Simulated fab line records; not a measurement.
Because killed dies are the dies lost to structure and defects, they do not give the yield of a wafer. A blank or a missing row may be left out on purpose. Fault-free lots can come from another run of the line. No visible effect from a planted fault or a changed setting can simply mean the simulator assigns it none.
Which tool is to blame? ; flow gf180mcu ; 14 lots with 42 wafers sampled at 4 steps, on a route of 602 steps

== WHAT THE GAUGES SHOWED, per wafer ==
The record lacks any reading of a measuring or inspecting step that a usual standard deviation could be used to judge.

== TOOL THAT RAN EACH LOT (tool first, then ch and the chambers of the sampled wafers, then the start) ==
lot;GF_V1_ETCH_17;GF_V1_STRIP_18;GF_M2_SPUTTER_00;GF_M2_EXPOSE_11
L944;rie diel-03 ch 1,2, day 18 00:29 or earlier;plasma asher-03 ch 0,1, day 18 00:29;pvd sputter-03, day 18 01:44;krf scanner-01 ch 0, day 18 14:31
L945;rie diel-04 ch 2,3, day 18 08:41 or earlier;plasma asher-04 ch 0,1, day 18 08:41;pvd sputter-02, day 18 09:55;krf scanner-02 ch 0, day 18 22:40
L948;rie diel-04 ch 0,3, day 19 14:41 or earlier;plasma asher-04 ch 0,1, day 19 14:41;pvd sputter-02, day 19 15:55;krf scanner-02 ch 0, day 20 04:19
L949;rie diel-03 ch 0,2,3, day 20 01:38 or earlier;plasma asher-04 ch 0,1, day 20 01:38;pvd sputter-02, day 20 02:52;krf scanner-02 ch 0, day 20 15:01
L952;rie diel-01 ch 1,2, day 21 09:46 or earlier;plasma asher-02 ch 0,1, day 21 09:46;pvd sputter-03, day 21 11:00;krf scanner-01 ch 0, day 21 22:59
L954;rie diel-04 ch 0,1,2, day 22 00:05 or earlier;plasma asher-02 ch 0,1, day 22 00:05;pvd sputter-03, day 22 01:19;krf scanner-01 ch 0, day 22 13:25
L955;rie diel-01 ch 0,1, day 22 05:22 or earlier;plasma asher-03 ch 0,1, day 22 05:22;pvd sputter-01, day 22 06:34;krf scanner-01 ch 0, day 22 18:17
L956;rie diel-04 ch 0,1,3, day 22 14:02 or earlier;plasma asher-03 ch 0,1, day 22 14:02;pvd sputter-01, day 22 15:16;krf scanner-02, day 23 03:22
L957;rie diel-03 ch 0,1, day 23 00:55 or earlier;plasma asher-02 ch 0,1, day 23 00:55;pvd sputter-03, day 23 02:11;krf scanner-01, day 23 14:19
L958;rie diel-01 ch 0,1,3, day 23 10:17 or earlier;plasma asher-03 ch 0,1, day 23 10:17;pvd sputter-02, day 23 11:31;krf scanner-01 ch 0, day 23 23:07
L963;rie diel-03 ch 1,2,3, day 24 20:53 or earlier;plasma asher-02 ch 0,1, day 24 20:53;pvd sputter-02, day 24 22:07;krf scanner-02 ch 0, day 25 09:21
L965;rie diel-04 ch 1,2, day 25 14:32 or earlier;plasma asher-02 ch 0,1, day 25 14:32;pvd sputter-03, day 25 15:47;krf scanner-02 ch 0, day 26 02:33
L966;rie diel-03 ch 0,1,2, day 25 19:04 or earlier;plasma asher-02 ch 0,1, day 25 19:04;pvd sputter-03, day 25 20:17;krf scanner-02 ch 0, day 26 07:14
L967;rie diel-03 ch 0,2,3, day 26 07:41 or earlier;plasma asher-02 ch 0,1, day 26 07:41;pvd sputter-03, day 26 08:56;krf scanner-02 ch 0, day 26 18:53
- GF_V1_ETCH_17: etches SiO2 in C4F8/O2/Ar, stops on TiN, target depth 630 nm.
- GF_V1_STRIP_18: strips in O2/N2.
- GF_M2_SPUTTER_00: material Ti, target thk 37.5 nm, time 150 s.
- GF_M2_EXPOSE_11: exposes mask Metal2, target cd 280 nm.

== WHAT THE TOOLS THEMSELVES READ (means of the sampled wafers that have a number; where no wafer has one, the mark that the record gives instead) ==
GF_V1_ETCH_17.
lot;tool;oes product au (a.u.)
L944;rie diel-03;0.857
L945;rie diel-04;0.860
L948;rie diel-04;0.856
L949;rie diel-03;0.856
L952;rie diel-01;0.851
L954;rie diel-04;0.857
L955;rie diel-01;0.857
L956;rie diel-04;0.852
L957;rie diel-03;0.859
L958;rie diel-01;0.857
L963;rie diel-03;0.860
L965;rie diel-04;0.859
L966;rie diel-03;0.854
L967;rie diel-03;0.854

GF_V1_STRIP_18.
lot;tool;drypump motor current A (A);heater power w (W);oes product au (a.u.)
L944;plasma asher-03;5.6;299;0.593
L945;plasma asher-04;5.2;338;0.594
L948;plasma asher-04;5.2;340;0.598
L949;plasma asher-04;5.3;355;0.593
L952;plasma asher-02;6.0;373;0.590
L954;plasma asher-02;5.9;373;0.597
L955;plasma asher-03;6.0;315;0.595
L956;plasma asher-03;5.6;296;0.594
L957;plasma asher-02;6.0;380;0.594
L958;plasma asher-03;6.0;312;0.592
L963;plasma asher-02;6.0;374;0.594
L965;plasma asher-02;6.1;395;0.598
L966;plasma asher-02;6.0;374;0.599
L967;plasma asher-02;6.0;379;0.592

GF_M2_SPUTTER_00.
lot;tool;substrate temp c (C);throttle valve pct (%)
L944;pvd sputter-03;200.21;30.2
L945;pvd sputter-02;200.04;30.3
L948;pvd sputter-02;199.87;29.0
L949;pvd sputter-02;200.03;28.6
L952;pvd sputter-03;200.00;30.5
L954;pvd sputter-03;200.12;30.8
L955;pvd sputter-01;200.05;29.3
L956;pvd sputter-01;200.00;29.6
L957;pvd sputter-03;200.06;30.6
L958;pvd sputter-02;200.10;28.8
L963;pvd sputter-02;199.96;29.3
L965;pvd sputter-03;200.01;30.9
L966;pvd sputter-03;200.11;30.7
L967;pvd sputter-03;200.02;30.6

GF_M2_EXPOSE_11.
lot;tool;exposure dose mJ cm2;focus offset nm (nm)
L944;krf scanner-01;27.98;0.4
L945;krf scanner-02;27.95;0.0
L948;krf scanner-02;27.97;0.5
L949;krf scanner-02;27.98;-0.4
L952;krf scanner-01;27.98;-0.5
L954;krf scanner-01;27.98;-0.2
L955;krf scanner-01;28.01;0.2
L956;krf scanner-02;-;-
L957;krf scanner-01;-;-
L958;krf scanner-01;27.99;1.0
L963;krf scanner-02;27.94;0.0
L965;krf scanner-02;27.94;0.1
L966;krf scanner-02;27.94;0.3
L967;krf scanner-02;27.97;-0.5

== THE ANSWER, worked out from the rows above alone ==
Rule: what is usual is taken from the lots themselves. The widest of any qualifying gaps counts: lots, ordered by their means at a reading, are off when they make up no more than a third of the lots, leave a main group of 4 or more, and stand apart from it by 3 or more times the standard deviation of that group's means. A main group is skipped when, at the precision printed for the reading in the tables above, its means are all equal. Also off: a lot with no number at a reading for which 4 or more lots have one. All remaining lots with rows at the step are treated as sound. After the gauges, taken in route order, come the tools' own readings; for these a lot's mean is taken, as printed above. At the first step where some lot is off, the reading lying furthest off is the one used; lots without a number count as furthest.
Off, at GF_M2_EXPOSE_11 on exposure dose mJ cm2: L956, L957. Without a number there: L956, L957. Mean 27.97 and standard deviation 0.021 in the main group.
If a tool, at that step or one of the process steps before it, ran each lot that is off and ran no sound lot following the first of them, it fits. With no start given for some of its lots, GF_V1_ETCH_17 uses the hours and lot order of GF_V1_STRIP_18. None of those tried fits.

== WHAT WAS PUT IN BY THE SIMULATOR ==
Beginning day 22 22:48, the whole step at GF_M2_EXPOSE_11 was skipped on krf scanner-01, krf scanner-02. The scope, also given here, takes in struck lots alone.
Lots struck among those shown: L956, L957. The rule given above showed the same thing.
